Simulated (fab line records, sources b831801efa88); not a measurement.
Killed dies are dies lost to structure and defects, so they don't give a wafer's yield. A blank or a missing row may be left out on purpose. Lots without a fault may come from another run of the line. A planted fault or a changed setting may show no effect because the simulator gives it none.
fab line records | flow sky130
record lots=12 wafers=36 last_day=50
route steps=708 shown VIA3@595 METAL4@600 CAP2M@605 PAD_OPEN@708
lots that met no fault: from a run of the same line without faults
start_h: hours from the record's first day to the start of the lot's first wafer shown | wait_h: hours since the lot's step before | " the same as in the row above | L1.1+2: a row that stands for several wafers | - no value, or no start given | * or withheld: withheld | < > ~ a bound
route shown NAME@n: a module of which the file shows steps, and the number in the route of the first | usual: mean/standard deviation of fault-free wafers | same: alike in all rows | chamber/n: place in a boat | sites: the reading at each site | _std_site: their standard deviation | _edge_site: outer sites' mean less inner sites' | radius_mm: how far each site lies from the wafer's centre | mask NAME#n: copy n | behind: the tool/chamber that last shaped the wafer | hold: why the lot was held/for how many hours/how that ended | device: the transistor (n, p or np) that didn't switch | end of line: the same wafers' tests at the end of the route | a step without rows: its recipe alone | killed: dies lost to structure and defects at the first sort, not the wafer's yield | map: a wafer's dies, x killed, . not, _ none there
set.NAME: the setting as run; set.NAME@STEP: as run at that earlier step | model.NAME: the simulator's own value behind a step, which no gauge read
steps of the route over a sample of lots; a table a step, a row a wafer
services: from which hour (start_h, from the record's first day; less than 0 if before it) a tool's chamber was out of use, for how many hours, and why
## steps
# step SKY_VIA3_RS_MEAS_22
# recipe thk_meas_gauge=four-point-probe reads=W_of_VIA3_CVD_21+TiN_of_VIA3_SPUTTER_20
# usual VIA3_W_RS=0.296/0.0031
# columns lot.wafer tool chamber start_h wait_h VIA3_W_RS[ohm/sq]
L681.1 film_metro-01 - 924.64 0.1 0.293
L681.2 " - " " 0.293
L681.5 " - " " 0.291
L682.1 film_metro-01 - 939.05 0.1 0.298
L682.3 " - " " 0.297
L682.6 " - " " 0.295
L683.1 film_metro-01 - 943.56 0.1 0.296
L683.3 " - " " 0.295
L683.4 " - " " 0.297
L686.1 film_metro-04 - 966.64 0.1 0.295
L686.2 " - " " 0.300
L686.4 " - " " 0.300
L688.2 film_metro-04 - 985.83 0.1 0.295
L688.3 " - " " 0.299
L688.6 " - " " 0.299
L691.1 film_metro-04 - 1002.66 0.1 0.293
L691.3 " - " " 0.300
L691.5 " - " " 0.298
L693.1 film_metro-02 - 1012.28 0.1 0.296
L693.2 " - " " 0.295
L693.6 " - " " 0.295
L697.3 film_metro-02 - 1041.88 0.1 0.294
L697.4 " - " " 0.302
L697.5 " - " " 0.303
L698.3 film_metro-02 - 1054.47 0.1 0.292
L698.4 " - " " 0.292
L698.5 " - " " 0.293
L700.1 film_metro-04 - 1057.28 0.1 0.298
L700.3 " - " " 0.298
L700.6 " - " " 0.296
L703.1 film_metro-04 - 1093.94 0.1 0.292
L703.2 " - " " 0.297
L703.6 " - " " 0.290
L702.2 film_metro-02 - 1098.97 0.1 0.291
L702.4 " - " " 0.299
L702.6 " - " " 0.296
# step SKY_METAL4_SPUTTER_02
# recipe material=AlCu target_thk_nm=735 power_w=10600 time_s=39.1 chamber_pressure_pa=0.4
# usual chamber_pressure_pa=0.4000/0.00077 throttle_valve_pct=29.7/0.83
# columns lot.wafer tool chamber start_h wait_h chamber_pressure_pa throttle_valve_pct
L681.1 pvd_sputter-03 - 925.17 0.0 0.3992 30.7
L681.2 " - " " 0.3992 29.5
L681.5 " - " " 0.4007 30.7
L682.1 pvd_sputter-02 - 939.58 0.0 0.4001 29.4
L682.3 " - " " 0.3999 30.5
L682.6 " - " " 0.4013 29.3
L683.1 pvd_sputter-03 - 944.09 0.0 0.3999 29.3
L683.3 " - " " 0.4002 29.4
L683.4 " - " " 0.3992 30.8
L686.1 pvd_sputter-03 - 967.16 0.0 0.3992 28.9
L686.2 " - " " 0.4010 29.3
L686.4 " - " " 0.3993 30.7
L688.2 pvd_sputter-04 - 986.34 0.0 0.3997 29.3
L688.3 " - " " 0.3998 31.2
L688.6 " - " " 0.4003 28.6
L691.1 pvd_sputter-03 - 1003.19 0.0 0.4004 29.3
L691.3 " - " " 0.3988 31.0
L691.5 " - " " 0.3999 29.1
L693.1 pvd_sputter-03 - 1012.81 0.0 0.3999 29.4
L693.2 " - " " 0.4004 28.8
L693.6 " - " " 0.4006 29.2
L697.3 pvd_sputter-04 - 1042.37 0.0 0.4002 29.5
L697.4 " - " " 0.4003 31.6
L697.5 " - " " 0.4012 29.5
L698.3 pvd_sputter-03 - 1054.96 0.0 0.3985 29.1
L698.4 " - " " 0.4006 29.2
L698.5 " - " " 0.3997 31.3
L700.1 pvd_sputter-03 - 1058.00 0.0 0.3991 29.2
L700.3 " - " " 0.3995 29.1
L700.6 " - " " 0.3994 29.4
L703.1 pvd_sputter-02 - 1094.47 0.0 0.4004 29.0
L703.2 " - " " 0.4012 29.3
L703.6 " - " " 0.3995 29.3
L702.2 pvd_sputter-03 - 1099.48 0.0 0.3996 31.0
L702.4 " - " " 0.4007 29.2
L702.6 " - " " 0.4003 29.1
# step SKY_CAP2M_SPUTTER_02
# recipe material=TiN target_thk_nm=200 temp_c=300 power_w=6500 time_s=166.7 chamber_pressure_pa=0.4
# usual chamber_pressure_pa=0.4000/0.00082 susceptor_temp_C=300.00/0.2 throttle_valve_pct=29.5/1.1
# columns lot.wafer tool chamber start_h wait_h chamber_pressure_pa susceptor_temp_C throttle_valve_pct
L681.1 pvd_sputter-01 - 925.36 0.1 0.4019 300.09 30.1
L681.2 " - " " 0.4008 300.17 29.2
L681.5 " - " " 0.4006 299.91 29.5
L682.1 pvd_sputter-04 - 939.77 0.1 0.4017 299.72 29.4
L682.3 " - " " 0.4006 300.25 31.6
L682.6 " - " " 0.3999 300.11 29.4
L683.1 pvd_sputter-04 - 944.28 0.1 0.4005 300.09 29.4
L683.3 " - " " 0.4006 299.98 31.3
L683.4 " - " " 0.3998 300.02 29.5
L686.1 pvd_sputter-01 - 967.35 0.1 0.3992 300.51 29.2
L686.2 " - " " 0.4000 299.89 29.7
L686.4 " - " " 0.3997 300.21 27.5
L688.2 pvd_sputter-01 - 986.53 0.0 0.4158 300.11 29.6
L688.3 " - " " 0.4000 300.08 29.6
L688.6 " - " " 0.4017 299.76 29.1
L691.1 pvd_sputter-04 - 1003.38 0.1 0.3991 299.85 29.5
L691.3 " - " " 0.4003 299.88 31.6
L691.5 " - " " 0.3995 300.03 29.1
L693.1 pvd_sputter-01 - 1013.01 0.1 0.4174 300.26 29.6
L693.2 " - " " 0.4005 300.39 29.2
L693.6 " - " " 0.4001 300.61 28.9
L697.3 pvd_sputter-04 - 1042.57 0.0 0.3989 300.24 28.8
L697.4 " - " " 0.3991 300.02 28.7
L697.5 " - " " 0.3992 300.21 29.2
L698.3 pvd_sputter-04 - 1055.15 0.0 0.3998 300.25 29.3
L698.4 " - " " 0.3990 300.27 28.5
L698.5 " - " " 0.3990 300.03 28.7
L700.1 pvd_sputter-04 - 1058.19 0.1 0.3983 299.90 31.7
L700.3 " - " " 0.4008 300.05 29.4
L700.6 " - " " 0.3998 299.61 31.3
L703.1 pvd_sputter-01 - 1094.65 0.1 0.3986 299.86 27.7
L703.2 " - " " 0.3996 300.07 28.9
L703.6 " - " " 0.3991 300.36 27.8
L702.2 pvd_sputter-01 - 1099.68 0.0 0.4001 299.84 27.4
L702.4 " - " " 0.4007 299.87 30.2
L702.6 " - " " 0.4006 299.64 27.4
# step SKY_CAP2M_OVL_MEAS_12
# usual CAP2M_OVL=-0.1/1.6
# columns lot.wafer tool chamber start_h wait_h CAP2M_OVL[nm]
L681.1 overlay-01 - 950.05 0.1 0.5
L681.2 " - " " -0.7
L681.5 " - " " -0.6
L682.1 overlay-01 - 964.05 0.1 -1.7
L682.3 " - " " -2.7
L682.6 " - " " -1.1
L683.1 overlay-01 - 968.51 0.1 0.5
L683.3 " - " " -0.3
L683.4 " - " " 0.1
L686.1 overlay-02 - 990.75 0.1 1.8
L686.2 " - " " 1.2
L686.4 " - " " 1.2
L688.2 overlay-02 - 1008.81 0.1 -0.8
L688.3 " - " " 0.2
L688.6 " - " " -0.1
L691.1 overlay-01 - 1025.85 0.1 2.1
L691.3 " - " " 1.9
L691.5 " - " " 2.6
L693.1 overlay-02 - 1035.46 0.1 0.1
L693.2 " - " " 1.3
L693.6 " - " " 0.6
L697.3 overlay-02 - 1064.02 0.1 2.0
L697.4 " - " " 3.5
L697.5 " - " " 3.2
L698.3 overlay-01 - 1076.26 0.1 -3.4
L698.4 " - " " -2.9
L698.5 " - " " -3.6
L700.1 overlay-02 - 1079.87 0.1 1.9
L700.3 " - " " 0.6
L700.6 " - " " 1.2
L703.1 overlay-01 - 1115.05 0.1 -0.1
L703.2 " - " " -1.3
L703.6 " - " " -1.3
L702.2 overlay-02 - 1118.96 0.1 -1.3
L702.4 " - " " 0.9
L702.6 " - " " -0.2
# step SKY_PAD_OPEN_PROBE_99
# usual defect_limited_yield=82.8/2.1 killed_at_M0_to_M3=42/6.6 killed_at_M4_up=3.1/1.9 killed_at_contacts=24/5.6 killed_at_front_end=15/4.8 killed_at_other=0.3/0.48 killed_dies=84/10 killed_open=47/6.8 killed_short=37/6.8 sort_bin_3_pad_short=0.9/0.48 sort_bin_5_function=10.1/1.4 sort_bin_6_memory=6.2/1.2 sort_n_pass=408/10 sort_yield_pct=82.8/2.1
# same gross_dies=492 killed_at_back_side=0 sort_bin_4_leakage[%]=0 sort_bin_8_speed[%]=0
# columns lot.wafer tool chamber start_h wait_h defect_limited_yield[%] killed_at_M0_to_M3 killed_at_M4_up killed_at_contacts killed_at_front_end killed_at_other killed_dies killed_open killed_short sort_bin_3_pad_short[%] sort_bin_5_function[%] sort_bin_6_memory[%] sort_n_pass sort_yield_pct[%]
L681.1 prober-01 - 1071.87 0.1 80.5 43 4 30 18 1 96 58 37 0.8 12.2 6.5 396 80.5
L681.2 prober-01 - 1071.92 0.1 88.2 26 2 21 9 0 58 38 20 0.6 6.5 4.7 434 88.2
L681.5 prober-01 - 1072.07 0.2 79.7 45 6 25 23 1 100 60 40 1.0 11.8 7.5 392 79.7
L682.1 prober-02 - 1083.00 0.1 83.3 37 5 27 11 2 82 46 36 0.8 8.9 6.9 410 83.3
L682.3 prober-02 - 1083.10 0.2 82.5 45 4 25 12 0 86 46 40 0.6 10.4 6.5 406 82.5
L682.6 prober-02 - 1083.25 0.2 81.7 48 3 21 18 0 90 52 38 1.0 11.4 5.9 402 81.7
L683.1 prober-01 - 1088.72 0.1 83.1 47 3 19 13 1 83 49 34 1.0 9.1 6.7 409 83.1
L683.3 prober-01 - 1088.82 0.2 81.1 42 2 28 21 0 93 50 43 0.6 10.6 7.7 399 81.1
L683.4 prober-01 - 1088.87 0.2 79.5 46 2 22 31 0 101 51 50 0.8 11.2 8.5 391 79.5
L686.1 prober-02 - 1106.63 0.1 82.1 47 3 18 20 0 88 52 36 1.0 10.4 6.5 404 82.1
L686.2 prober-02 - 1106.68 0.1 86.4 25 3 28 11 0 67 47 20 0 8.3 5.3 425 86.4
L686.4 prober-02 - 1106.78 0.2 82.5 40 3 25 18 0 86 44 42 1.0 9.3 7.1 406 82.5
L688.2 prober-02 - 1122.48 0.1 82.5 40 4 27 15 0 86 49 37 1.0 10.8 5.7 406 82.5
L688.3 prober-02 - 1122.53 0.2 83.7 33 10 17 20 0 80 41 39 1.4 9.6 5.3 412 83.7
L688.6 prober-02 - 1122.68 0.2 85.0 47 3 20 4 0 74 38 36 1.8 8.1 5.1 418 85.0
L691.1 prober-01 - 1137.80 0.1 83.3 49 3 20 10 0 82 52 30 0.2 8.1 8.3 410 83.3
L691.3 prober-01 - 1137.90 0.2 83.1 37 3 31 12 0 83 43 40 1.4 7.7 7.7 409 83.1
L691.5 prober-01 - 1138.00 0.2 85.2 31 8 19 15 0 73 44 29 0.4 10.0 4.5 419 85.2
L693.1 prober-01 - 1145.18 0.1 85.2 39 4 17 13 0 73 36 37 0.4 7.7 6.7 419 85.2
L693.2 prober-01 - 1145.23 0.1 82.7 42 1 22 20 0 85 50 35 1.0 10.0 6.3 407 82.7
L693.6 prober-01 - 1145.43 0.2 82.1 45 4 21 18 0 88 54 34 1.2 9.1 7.5 404 82.1
L697.3 prober-01 - 1168.59 0.2 83.1 47 2 22 11 1 83 48 35 0.6 9.6 6.7 409 83.1
L697.4 prober-01 - 1168.64 0.2 83.3 49 3 18 12 0 82 44 38 1.8 8.9 5.9 410 83.3
L697.5 prober-01 - 1168.69 0.2 82.7 53 1 18 13 0 85 45 40 0.6 11.2 5.5 407 82.7
L698.3 prober-02 - 1177.32 0.2 78.7 50 2 35 18 0 105 58 47 1.2 11.0 9.1 387 78.7
L698.4 prober-02 - 1177.37 0.2 81.9 48 3 22 16 0 89 50 39 1.2 9.6 7.3 403 81.9
L698.5 prober-02 - 1177.42 0.2 82.1 41 6 25 16 0 88 50 38 0.8 10.0 7.1 404 82.1
L700.1 prober-02 - 1181.44 0.1 87.6 28 4 21 8 0 61 27 34 1.0 6.7 4.7 431 87.6
L700.3 prober-02 - 1181.54 0.2 84.1 31 3 29 14 1 78 45 33 0.8 10.6 4.5 414 84.1
L700.6 prober-02 - 1181.69 0.2 83.3 30 6 31 15 0 82 47 35 0.6 10.2 5.9 410 83.3
L703.1 prober-01 - 1205.10 0.1 78.7 54 4 25 21 1 105 47 58 1.0 13.0 7.3 387 78.7
L703.2 prober-01 - 1205.15 0.1 78.3 58 3 35 11 0 107 59 47 2.0 11.6 8.1 385 78.3
L703.6 prober-01 - 1205.35 0.2 83.3 39 5 23 15 0 82 48 34 0.2 10.4 6.1 410 83.3
L702.2 prober-01 - 1209.35 0.1 81.7 46 4 34 6 0 90 54 36 0.6 11.4 6.3 402 81.7
L702.4 prober-01 - 1209.45 0.2 84.8 47 3 8 17 0 75 39 36 1.2 8.9 5.1 417 84.8
L702.6 prober-01 - 1209.55 0.2 84.3 38 3 20 16 0 77 41 36 1.8 7.1 6.7 415 84.3
# killed by level:class
L681.1 CONTACT:geometric_particle:open=11 POLY_GATE:geometric_particle:open=9 LOCAL_INTERCONNECT:geometric_particle:short=9 VIA1:geometric_particle:open=9 VIA2:geometric_particle:open=8 METAL2:geometric_particle:short=7 LI_CONTACT:geometric_particle:open=7 METAL1:geometric_particle:short=4
L681.2 CONTACT:geometric_particle:open=11 VIA1:geometric_particle:open=6 VIA2:geometric_particle:open=5 VIA3:geometric_particle:open=5 LI_CONTACT:geometric_particle:open=4 LOCAL_INTERCONNECT:geometric_particle:short=4 POLY_GATE:geometric_particle:open=3 METAL2:geometric_particle:short=3
L681.5 VIA1:geometric_particle:open=12 CONTACT:geometric_particle:open=10 VIA2:geometric_particle:open=10 POLY_GATE:geometric_particle:open=8 FIELD_ISO:geometric_particle:short=6 LI_CONTACT:geometric_particle:open=6 VIA2:geometric_particle:short=5 POLY_GATE:geometric_particle:short=4
L682.1 CONTACT:geometric_particle:open=13 VIA1:geometric_particle:open=7 VIA2:geometric_particle:open=6 LI_CONTACT:geometric_particle:open=5 LOCAL_INTERCONNECT:geometric_particle:short=5 METAL1:geometric_particle:short=5 VIA1:geometric_particle:short=5 VIA3:geometric_particle:open=5
L682.3 CONTACT:geometric_particle:open=9 VIA1:geometric_particle:open=9 LI_CONTACT:geometric_particle:open=6 VIA3:geometric_particle:open=6 VIA1:geometric_particle:short=5 METAL2:geometric_particle:short=5 VIA2:geometric_particle:open=5 METAL3:geometric_particle:short=5
L682.6 VIA1:geometric_particle:open=11 CONTACT:geometric_particle:open=9 VIA2:geometric_particle:open=8 FIELD_ISO:geometric_particle:short=6 METAL1:geometric_particle:short=6 FIELD_ISO:geometric_particle:open=5 LI_CONTACT:geometric_particle:open=5 LOCAL_INTERCONNECT:geometric_particle:short=4
L683.1 VIA1:geometric_particle:open=10 METAL1:geometric_particle:short=8 VIA3:geometric_particle:open=8 POLY_GATE:geometric_particle:open=6 CONTACT:geometric_particle:open=6 LI_CONTACT:geometric_particle:open=5 CONTACT:geometric_particle:short=5 METAL2:geometric_particle:short=5
L683.3 LI_CONTACT:geometric_particle:open=10 CONTACT:geometric_particle:open=10 VIA1:geometric_particle:open=8 POLY_GATE:geometric_particle:short=6 VIA1:geometric_particle:short=6 VIA2:geometric_particle:open=6 LOCAL_INTERCONNECT:geometric_particle:short=5 METAL1:geometric_particle:short=5
L683.4 CONTACT:geometric_particle:open=10 FIELD_ISO:geometric_particle:open=9 VIA1:geometric_particle:open=8 VIA2:geometric_particle:short=8 VIA1:geometric_particle:short=6 VIA3:geometric_particle:open=6 FIELD_ISO:geometric_particle:short=5 POLY_GATE:geometric_particle:short=5
L686.1 VIA1:geometric_particle:open=15 POLY_GATE:geometric_particle:open=8 VIA2:geometric_particle:open=6 LI_CONTACT:geometric_particle:open=6 LOCAL_INTERCONNECT:geometric_particle:short=5 VIA1:geometric_particle:short=5 METAL2:geometric_particle:short=5 CONTACT:geometric_particle:open=4
L686.2 CONTACT:geometric_particle:open=11 LI_CONTACT:geometric_particle:open=9 VIA1:geometric_particle:open=8 METAL2:geometric_particle:short=5 VIA3:geometric_particle:open=3 POLY_GATE:geometric_particle:open=3 SPACER:geometric_particle:open=3 METAL2:geometric_particle:open=3
L686.4 CONTACT:geometric_particle:open=8 VIA1:geometric_particle:open=8 FIELD_ISO:geometric_particle:open=6 METAL2:geometric_particle:short=6 VIA2:geometric_particle:open=6 VIA3:geometric_particle:short=6 LOCAL_INTERCONNECT:geometric_particle:short=5 CONTACT:geometric_particle:short=5
L688.2 VIA1:geometric_particle:open=11 CONTACT:geometric_particle:short=8 VIA3:geometric_particle:open=8 LI_CONTACT:geometric_particle:open=6 CONTACT:geometric_particle:open=5 METAL2:geometric_particle:short=5 FIELD_ISO:geometric_particle:short=4 POLY_GATE:geometric_particle:open=4
L688.3 VIA1:geometric_particle:open=10 LI_CONTACT:geometric_particle:open=9 METAL4:geometric_particle:short=6 FIELD_ISO:geometric_particle:short=4 POLY_GATE:geometric_particle:short=4 POLY_GATE:geometric_particle:open=4 CONTACT:geometric_particle:open=4 VIA2:geometric_particle:open=4
L688.6 METAL1:geometric_particle:short=14 VIA1:geometric_particle:open=10 CONTACT:geometric_particle:open=9 VIA2:geometric_particle:open=8 LOCAL_INTERCONNECT:geometric_particle:short=4 VIA1:geometric_particle:short=4 METAL2:geometric_particle:short=4 VIA3:geometric_particle:open=4
L691.1 VIA1:geometric_particle:open=12 VIA3:geometric_particle:open=10 CONTACT:geometric_particle:open=9 METAL2:geometric_particle:short=8 LI_CONTACT:geometric_particle:open=5 CONTACT:geometric_particle:short=5 VIA2:geometric_particle:open=5 FIELD_ISO:geometric_particle:open=3
L691.3 CONTACT:geometric_particle:open=12 METAL1:geometric_particle:short=8 CONTACT:geometric_particle:short=8 VIA1:geometric_particle:open=7 LI_CONTACT:geometric_particle:open=5 VIA1:geometric_particle:short=4 VIA2:geometric_particle:open=4 VIA3:geometric_particle:open=4
L691.5 CONTACT:geometric_particle:open=8 VIA1:geometric_particle:open=8 LI_CONTACT:geometric_particle:open=7 METAL1:geometric_particle:short=6 VIA3:geometric_particle:open=6 FIELD_ISO:geometric_particle:short=5 METAL4:geometric_particle:short=5 FIELD_ISO:geometric_particle:open=4
L693.1 VIA1:geometric_particle:open=10 CONTACT:geometric_particle:open=6 VIA1:geometric_particle:short=6 FIELD_ISO:geometric_particle:short=5 METAL2:geometric_particle:short=5 VIA2:geometric_particle:open=5 VIA3:geometric_particle:open=5 LI_CONTACT:geometric_particle:open=4
L693.2 CONTACT:geometric_particle:open=9 VIA1:geometric_particle:open=9 VIA3:geometric_particle:open=7 LI_CONTACT:geometric_particle:open=6 METAL2:geometric_particle:short=6 FIELD_ISO:geometric_particle:open=5 POLY_GATE:geometric_particle:short=5 VIA1:geometric_particle:short=4
L693.6 VIA1:geometric_particle:open=17 FIELD_ISO:geometric_particle:open=7 VIA2:geometric_particle:open=6 CONTACT:geometric_particle:open=6 VIA3:geometric_particle:open=6 POLY_GATE:geometric_particle:short=5 LOCAL_INTERCONNECT:geometric_particle:short=5 CONTACT:geometric_particle:short=5
L697.3 VIA1:geometric_particle:open=16 CONTACT:geometric_particle:open=9 VIA2:geometric_particle:open=9 VIA3:geometric_particle:short=6 CONTACT:geometric_particle:short=5 METAL1:geometric_particle:short=5 LI_CONTACT:geometric_particle:open=4 LOCAL_INTERCONNECT:geometric_particle:short=3
L697.4 CONTACT:geometric_particle:open=10 VIA1:geometric_particle:open=8 VIA1:geometric_particle:short=8 METAL1:geometric_particle:short=7 METAL2:geometric_particle:short=7 VIA2:geometric_particle:open=6 LI_CONTACT:geometric_particle:open=4 VIA2:geometric_particle:short=4
L697.5 VIA1:geometric_particle:open=12 METAL2:geometric_particle:short=8 VIA1:geometric_particle:short=8 VIA3:geometric_particle:open=8 CONTACT:geometric_particle:open=7 POLY_GATE:geometric_particle:open=5 METAL3:geometric_particle:short=5 METAL1:geometric_particle:short=4
L698.3 VIA1:geometric_particle:open=15 CONTACT:geometric_particle:open=13 CONTACT:geometric_particle:short=8 LI_CONTACT:geometric_particle:open=7 FIELD_ISO:geometric_particle:open=6 VIA2:geometric_particle:open=6 FIELD_ISO:geometric_particle:short=5 METAL1:geometric_particle:short=5
L698.4 VIA1:geometric_particle:open=12 METAL2:geometric_particle:short=11 CONTACT:geometric_particle:open=9 VIA3:geometric_particle:open=8 VIA2:geometric_particle:open=7 POLY_GATE:geometric_particle:short=6 FIELD_ISO:geometric_particle:open=4 LI_CONTACT:geometric_particle:open=4
L698.5 CONTACT:geometric_particle:open=12 VIA1:geometric_particle:open=8 VIA2:geometric_particle:open=7 LI_CONTACT:geometric_particle:open=6 CONTACT:geometric_particle:short=5 METAL2:geometric_particle:short=5 FIELD_ISO:geometric_particle:short=4 POLY_GATE:geometric_particle:short=4
L700.1 VIA2:geometric_particle:short=7 METAL2:geometric_particle:short=7 LI_CONTACT:geometric_particle:open=5 CONTACT:geometric_particle:open=5 LOCAL_INTERCONNECT:geometric_particle:short=4 CONTACT:geometric_particle:short=4 LI_CONTACT:geometric_particle:short=3 VIA1:geometric_particle:open=3
L700.3 CONTACT:geometric_particle:open=10 LI_CONTACT:geometric_particle:open=8 LOCAL_INTERCONNECT:geometric_particle:short=8 VIA2:geometric_particle:open=7 VIA3:geometric_particle:open=6 METAL1:geometric_particle:short=6 FIELD_ISO:geometric_particle:open=4 VIA1:geometric_particle:open=4
L700.6 CONTACT:geometric_particle:open=17 METAL2:geometric_particle:short=7 POLY_GATE:geometric_particle:open=5 LI_CONTACT:geometric_particle:open=5 VIA1:geometric_particle:open=5 LOCAL_INTERCONNECT:geometric_particle:short=5 VIA2:geometric_particle:open=4 VIA3:geometric_particle:open=4
L703.1 VIA1:geometric_particle:open=13 METAL2:geometric_particle:short=9 CONTACT:geometric_particle:short=7 FIELD_ISO:geometric_particle:short=6 VIA3:geometric_particle:short=6 VIA1:geometric_particle:short=6 VIA3:geometric_particle:open=6 VIA2:geometric_particle:open=5
L703.2 VIA1:geometric_particle:open=15 CONTACT:geometric_particle:open=12 VIA3:geometric_particle:open=10 METAL2:geometric_particle:short=9 LI_CONTACT:geometric_particle:open=7 CONTACT:geometric_particle:short=7 VIA2:geometric_particle:open=7 LOCAL_INTERCONNECT:geometric_particle:short=5
L703.6 VIA1:geometric_particle:open=10 VIA3:geometric_particle:open=8 CONTACT:geometric_particle:open=7 LI_CONTACT:geometric_particle:open=6 POLY_GATE:geometric_particle:short=5 VIA1:geometric_particle:short=4 CONTACT:geometric_particle:short=4 VIA2:geometric_particle:short=4
L702.2 CONTACT:geometric_particle:open=14 VIA1:geometric_particle:open=14 LI_CONTACT:geometric_particle:open=6 METAL2:geometric_particle:short=6 VIA2:geometric_particle:open=5 LOCAL_INTERCONNECT:geometric_particle:short=5 VIA3:geometric_particle:open=5 CONTACT:geometric_particle:short=5
L702.4 VIA1:geometric_particle:open=8 VIA1:geometric_particle:short=8 VIA2:geometric_particle:open=7 POLY_GATE:geometric_particle:short=5 LI_CONTACT:geometric_particle:open=5 FIELD_ISO:geometric_particle:open=4 VIA3:geometric_particle:open=4 VIA3:geometric_particle:short=4
L702.6 LI_CONTACT:geometric_particle:open=9 POLY_GATE:geometric_particle:short=6 CONTACT:geometric_particle:open=6 METAL1:geometric_particle:short=6 VIA3:geometric_particle:open=6 FIELD_ISO:geometric_particle:open=5 VIA1:geometric_particle:open=5 METAL1:geometric_particle:open=4
## services
# columns tool chamber start_h hours kind
pvd_sputter-01 - 908.64 2.2 repair
pvd_sputter-02 - 927.87 0.9 repair
pvd_sputter-03 - 1016.58 0.5 repair
pvd_sputter-01 - 1019.03 4.9 repair
pvd_sputter-02 - 1031.99 18.2 repair
pvd_sputter-04 - 1099.04 6.1 repair
## key
first_sign step=SKY_CAP2M_SPUTTER_02 reading=chamber_pressure_pa direction=up sigmas=20 usual=0.4000 struck=0.4166
effect none on later readings
met_at SKY_CAP2M_SPUTTER_02
struck_lots L688,L693
struck_wafers L688.2,L693.1
not_acting_at SKY_VIA3_RS_MEAS_22,SKY_METAL4_SPUTTER_02,SKY_CAP2M_OVL_MEAS_12
onset_between 925.36 986.53
fault kind=process_parameter_drift tool=pvd_sputter-01 chamber=- onset_h=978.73 steps=SKY_CAP2M_SPUTTER_02 channel=chamber_pressure_pa offset=0.016324 shape=step end_h=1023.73 acts_in=these_recipes_only stated=0.4 scope=struck_wafers_only
